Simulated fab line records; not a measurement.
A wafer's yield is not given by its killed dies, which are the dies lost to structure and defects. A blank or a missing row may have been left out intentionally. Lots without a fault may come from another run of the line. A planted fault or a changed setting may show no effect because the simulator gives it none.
What tool caused it? || flow gf180mcu || 11 lots, 33 wafers sampled, at 3 steps of a route of 602

WHAT EACH GAUGE READ, for each wafer
GF_NSD_TW_MEAS_12.
{"lot": "L867", "measured": "day 15 01:57", "on": "film metro-01", "NSD_TW": "4174 4180 4164"}
{"lot": "L868", "measured": "day 15 09:01", "on": "film metro-02", "NSD_TW": "4245 4229 4240"}
{"lot": "L869", "measured": "day 15 17:56", "on": "film metro-04", "NSD_TW": "4256 4254 4245"}
{"lot": "L870", "measured": "day 16 02:51", "on": "film metro-02", "NSD_TW": "4225 4253 4241"}
{"lot": "L872", "measured": "day 16 14:04", "on": "film metro-01", "NSD_TW": "4166 4173 4171"}
{"lot": "L876", "measured": "day 18 04:44", "on": "film metro-02", "NSD_TW": "3817 3834 3805"}
{"lot": "L878", "measured": "day 18 18:04", "on": "film metro-01", "NSD_TW": "3753 3772 3743"}
{"lot": "L880", "measured": "day 19 14:39", "on": "film metro-04", "NSD_TW": "4262 4242 4254"}
{"lot": "L881", "measured": "day 19 23:42", "on": "film metro-01", "NSD_TW": "4198 4192 4173"}
{"lot": "L883", "measured": "day 20 11:35", "on": "film metro-01", "NSD_TW": "4169 4145 4128"}
{"lot": "L885", "measured": "day 21 07:18", "on": "film metro-02", "NSD_TW": "4209 4201 4215"}

EACH LOT AND THE TOOL THAT RAN IT (in order: tool; ch and the chambers of the sampled wafers; start)
{"lot": "L867", "GF_NSD_IMPLANT_09": "implanter-01 ch 0, day 15 01:33", "GF_NSD_STRIP_11": "plasma asher-04 ch 0,1, day 15 01:51"}
{"lot": "L868", "GF_NSD_IMPLANT_09": "implanter-01 ch 0, day 15 08:38", "GF_NSD_STRIP_11": "plasma asher-01 ch 0,1, day 15 08:55"}
{"lot": "L869", "GF_NSD_IMPLANT_09": "implanter-04 ch 0, day 15 17:34", "GF_NSD_STRIP_11": "plasma asher-03 ch 0,1, day 15 17:50"}
{"lot": "L870", "GF_NSD_IMPLANT_09": "implanter-03 ch 0, day 16 02:28", "GF_NSD_STRIP_11": "plasma asher-01 ch 0,1, day 16 02:44"}
{"lot": "L872", "GF_NSD_IMPLANT_09": "implanter-03 ch 0, day 16 13:40", "GF_NSD_STRIP_11": "plasma asher-01 ch 0,1, day 16 13:58"}
{"lot": "L876", "GF_NSD_IMPLANT_09": "implanter-03 ch 0, day 18 04:22", "GF_NSD_STRIP_11": "plasma asher-04 ch 0,1, day 18 04:38"}
{"lot": "L878", "GF_NSD_IMPLANT_09": "implanter-03 ch 0, day 18 17:40", "GF_NSD_STRIP_11": "plasma asher-04 ch 0,1, day 18 17:58"}
{"lot": "L880", "GF_NSD_IMPLANT_09": "implanter-04 ch 0, day 19 14:15", "GF_NSD_STRIP_11": "plasma asher-01 ch 0,1, day 19 14:33"}
{"lot": "L881", "GF_NSD_IMPLANT_09": "implanter-01 ch 0, day 19 23:18", "GF_NSD_STRIP_11": "plasma asher-01 ch 0,1, day 19 23:36"}
{"lot": "L883", "GF_NSD_IMPLANT_09": "implanter-04 ch 0, day 20 11:13", "GF_NSD_STRIP_11": "plasma asher-01 ch 0,1, day 20 11:29"}
{"lot": "L885", "GF_NSD_IMPLANT_09": "implanter-04 ch 0, day 21 06:55", "GF_NSD_STRIP_11": "plasma asher-01 ch 0,1, day 21 07:11"}
- GF_NSD_IMPLANT_09
- GF_NSD_STRIP_11: strips in O2/N2.

THE ANSWER, worked out from the rows above alone
Rule: the lots themselves supply what counts as usual. Put in order of their means at a reading, lots are off if they are a third of the lots or fewer, leave a main group of 4 or more, and stand apart from it by a gap of 3 or more times the standard deviation of the main group's means; of several such gaps the widest counts. A main group is skipped when, at the precision printed for the reading in the tables above, its means are all equal. Also off: a lot with no number at a reading for which 4 or more lots have one. Any other lot the step has rows for is counted as sound.
Off: L876, L878, at GF_NSD_TW_MEAS_12 (NSD_TW). Mean 4208 and standard deviation 37 in the main group.
If a tool, at a process step before that reading, ran all the lots that are off and no sound lot after the first of them, it fits. Those tools and the gauges at GF_NSD_TW_MEAS_12 are tried in the same way. This does not decide it: 2 tools fit, namely implanter-03 at GF_NSD_IMPLANT_09 and plasma asher-04 at GF_NSD_STRIP_11.

WHAT THE SIMULATOR PUT IN
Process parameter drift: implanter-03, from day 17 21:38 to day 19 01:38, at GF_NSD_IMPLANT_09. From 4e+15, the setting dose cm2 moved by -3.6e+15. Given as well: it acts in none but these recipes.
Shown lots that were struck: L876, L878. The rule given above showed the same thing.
